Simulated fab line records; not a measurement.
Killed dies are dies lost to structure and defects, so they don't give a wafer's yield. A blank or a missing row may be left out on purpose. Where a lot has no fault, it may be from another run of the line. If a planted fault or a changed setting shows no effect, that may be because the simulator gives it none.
Which of the tools did it? | flow sky130 | 11 lots, 33 wafers sampled, at 1 step of a route of 708

== WHAT THE GAUGES READ, wafer by wafer ==
SKY_VIA3_BOW_MEAS_03. Usual: VIA3_BOW 80 um, standard deviation 8.
lot  | measured     | on            | VIA3_BOW (um) | flag
L408 | day 39 02:44 | film_metro-03 | 83 83 88      |
L411 | day 39 18:52 | film_metro-03 | 74 77 78      |
L412 | day 40 01:50 | film_metro-03 | 89 84 77      |
L414 | day 41 03:46 | film_metro-01 | 74 69 74      |
L415 | day 41 07:32 | film_metro-02 | 78 82 71      |
L417 | day 41 15:35 | film_metro-03 | 89 83 71      |
L418 | day 42 03:53 | film_metro-01 | 73 66 85      |
L425 | day 44 06:33 | film_metro-02 | 73 78 68      |
L429 | day 44 23:52 | film_metro-01 | 83 83 80      |
L430 | day 45 11:25 | film_metro-01 | 89 89 79      |
L431 | day 45 13:49 | film_metro-02 | 84 87 82      |

== TOOL THAT RAN EACH LOT (tool first, then ch and the chambers of the sampled wafers, then the start) ==
There is no process step in the record ahead of these readings.

== WHAT THE TOOLS THEMSELVES READ (means of the sampled wafers that have a number; where no wafer has one, the mark that the record gives instead) ==
The record holds no such reading with a usual standard deviation.

== THE ANSWER, worked out from the rows above alone ==
Rule: a lot is off if the mean of its wafers that have a number lies more than 3 standard deviations from the usual mean. Also off: a lot with no number at a reading for which 4 or more lots have one. All remaining lots with rows at the step are treated as sound. First the gauges in route order, then the tools' own readings, where a lot's mean is used as printed above. At the first step where some lot is off, the reading lying furthest off is the one used; lots without a number count as furthest.
None of the lots is off at any reading shown; this tells nothing.

== WHAT WAS PUT IN BY THE SIMULATOR ==
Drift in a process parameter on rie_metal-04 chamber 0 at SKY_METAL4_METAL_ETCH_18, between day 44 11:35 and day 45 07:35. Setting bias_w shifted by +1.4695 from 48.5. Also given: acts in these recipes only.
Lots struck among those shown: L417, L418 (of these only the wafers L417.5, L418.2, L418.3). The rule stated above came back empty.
